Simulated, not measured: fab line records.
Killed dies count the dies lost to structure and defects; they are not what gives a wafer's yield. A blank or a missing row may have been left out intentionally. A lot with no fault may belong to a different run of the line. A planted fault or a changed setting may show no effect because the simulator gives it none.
Chamber matching | flow sky130 | SKY_METAL3_ETCH_17 on rie diel-02: 4 sister chambers
The step etches SiO2 in C4F8/O2/Ar, stops on TiN, time 3.9 s, target depth 15 nm. 20 wafers are shown with their chamber, then 10 later ones without.

WAFERS, EACH WITH ITS CHAMBER
wafer  | chamber | oes product au (a.u.)
L074.2 | 0       | 0.750
L074.3 | 2       | 0.759
L074.6 | 0       | 0.759
L075.1 | 3       | 0.759
L075.3 | 1       | 0.754
L075.4 | 2       | 0.766
L076.1 | 2       | 0.759
L076.2 | 3       | 0.757
L076.5 | 3       | 0.759
L077.3 | 1       | 0.753
L077.4 | 0       | 0.761
L077.5 | 2       | 0.752
L078.1 | 1       | 0.748
L078.2 | 3       | 0.755
L078.3 | 2       | 0.760
L078.4 | 0       | 0.760
L078.5 | 3       | 0.769
L078.6 | 2       | 0.764
L085.3 | 0       | 0.765
L085.5 | 2       | 0.769

SIGNATURES (averages over the wafers above)
reading        | chamber 0 | chamber 1 | chamber 2 | chamber 3 | scatter within a chamber
oes product au | 0.75900   | 0.75167   | 0.76129   | 0.75980   | 0.00528
Rule: a wafer lies at a distance from a chamber equal to the root of the sum of squares, over the readings, of (its reading less the chamber's mean, divided by the reading's scatter). The wafer belongs to the nearest chamber; if the next one is less than 2 further off, it can't be placed. How the scatter is found: for the shown wafers, subtract from each reading the mean of its chamber, square and add these, divide the total by (wafers less chambers), then take the root.

WAFERS WITHOUT THEIR CHAMBER
wafer  | oes product au (a.u.)
L085.6 | 0.760
L086.1 | 0.749
L086.2 | 0.759
L086.3 | 0.765
L092.2 | 0.760
L092.4 | 0.756
L092.5 | 0.767
L097.1 | 0.760
L097.3 | 0.757
L097.4 | 0.751

EACH ONE'S CHAMBER
wafer  | from the rows above               | in truth
L085.6 | can't be placed: 3 or 0 or 2 or 1 | 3
L086.1 | can't be placed: 1 or 0 or 3 or 2 | 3
L086.2 | can't be placed: 0 or 3 or 2 or 1 | 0
L086.3 | can't be placed: 2 or 3 or 0 or 1 | 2
L092.2 | can't be placed: 3 or 0 or 2 or 1 | 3
L092.4 | can't be placed: 0 or 3 or 1 or 2 | 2
L092.5 | can't be placed: 2 or 3 or 0 or 1 | 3
L097.1 | can't be placed: 3 or 0 or 2 or 1 | 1
L097.3 | can't be placed: 0 or 3 or 2 or 1 | 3
L097.4 | can't be placed: 1 or 0 or 3 or 2 | 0
Placed correctly: 0 of 10. From these rows, 10 cannot be placed; in 10 the true chamber is one of the candidates. Wrongly placed: 0.
